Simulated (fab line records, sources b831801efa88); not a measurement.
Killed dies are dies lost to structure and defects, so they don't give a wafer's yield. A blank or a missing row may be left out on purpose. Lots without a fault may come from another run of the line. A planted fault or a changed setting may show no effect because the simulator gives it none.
One fault seen from 2 desks | flow sky130 | each desk has only its own numbers; what lay behind them comes last

THE TOOL OWNER'S DESK: rie_si-02
The tool's own readings at SKY_FIELD_ISO_ETCH_17 (etches Si in HBr/Cl2/O2, target depth 342 nm, time 97.7 s): means of the sampled wafers that have a number, for each lot that ran on this tool. A lot is out of limits, marked OUT, if its mean lies more than 4 standard deviations from the usual mean; the brackets give that distance.
Columns: A = drypump_motor_current_A at SKY_FIELD_ISO_ETCH_17, usual 5.8 A; B = mfc_cl2_sccm at SKY_FIELD_ISO_ETCH_17, usual 40.01 sccm; C = oes_product_au at SKY_FIELD_ISO_ETCH_17, usual 0.993 a.u.; D = throttle_valve_pct at SKY_FIELD_ISO_ETCH_17, usual 25.660 %
lot  | first seen here | A   | B     | C                | D
L258 | day 2 23:50     | 6.4 | 39.98 | 1.002            | 25.658
L269 | day 5 07:05     | 6.5 | 40.05 | 1.110 (+8.4) OUT | 25.581 (-6.1) OUT
This desk's finding: out of limits on L269; first on L269, day 5 07:05 (oes_product_au at SKY_FIELD_ISO_ETCH_17). In limits: L258.

THE METROLOGY DESK
What the gauges read, lot by lot, whatever tool the lot ran on: means of the sampled wafers that have a number. A lot is out of limits, marked OUT, if its mean lies more than 4 standard deviations from the usual mean; the brackets give that distance.
Columns: A = cd_nm at SKY_FIELD_ISO_CD_MEAS_13, usual 149.6 nm; B = FIELD_ISO_OXIDATION_01_THK at SKY_FIELD_ISO_THK_MEAS_23, usual 9.98 nm; C = FIELD_ISO_CVD_24_THK at SKY_FIELD_ISO_THK_MEAS_25, usual 593 nm
lot  | first seen here | A     | B     | C
L255 | day 2 03:59     | 148.3 | 9.85  | 593
L258 | day 2 23:31     | 150.5 | 10.16 | 590
L269 | day 5 06:47     | 149.5 | 9.82  | 593
L275 | day 6 12:15     | 149.5 | 10.01 | 588
L278 | day 7 06:05     | 149.9 | 10.35 | 586
This desk's finding: nothing out of limits on any of the 5 lots.

PUT TOGETHER
The tool owner's desk could have raised an alarm at day 5 07:05, on L269.
The metrology desk saw nothing out of limits.
The metrology desk has L269 on record, within its limits.
Of the lots named, all ran SKY_FIELD_ISO_ETCH_17 on rie_si-02.

WHAT THE SIMULATOR HAD PUT IN
Process parameter drift: rie_si-02, from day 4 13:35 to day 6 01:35, at SKY_FIELD_ISO_ETCH_17. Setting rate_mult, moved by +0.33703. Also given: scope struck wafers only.
Lots struck among those shown: L269.
Hours from the fault's start to each desk's first reading out of limits: the tool owner's desk, 17.
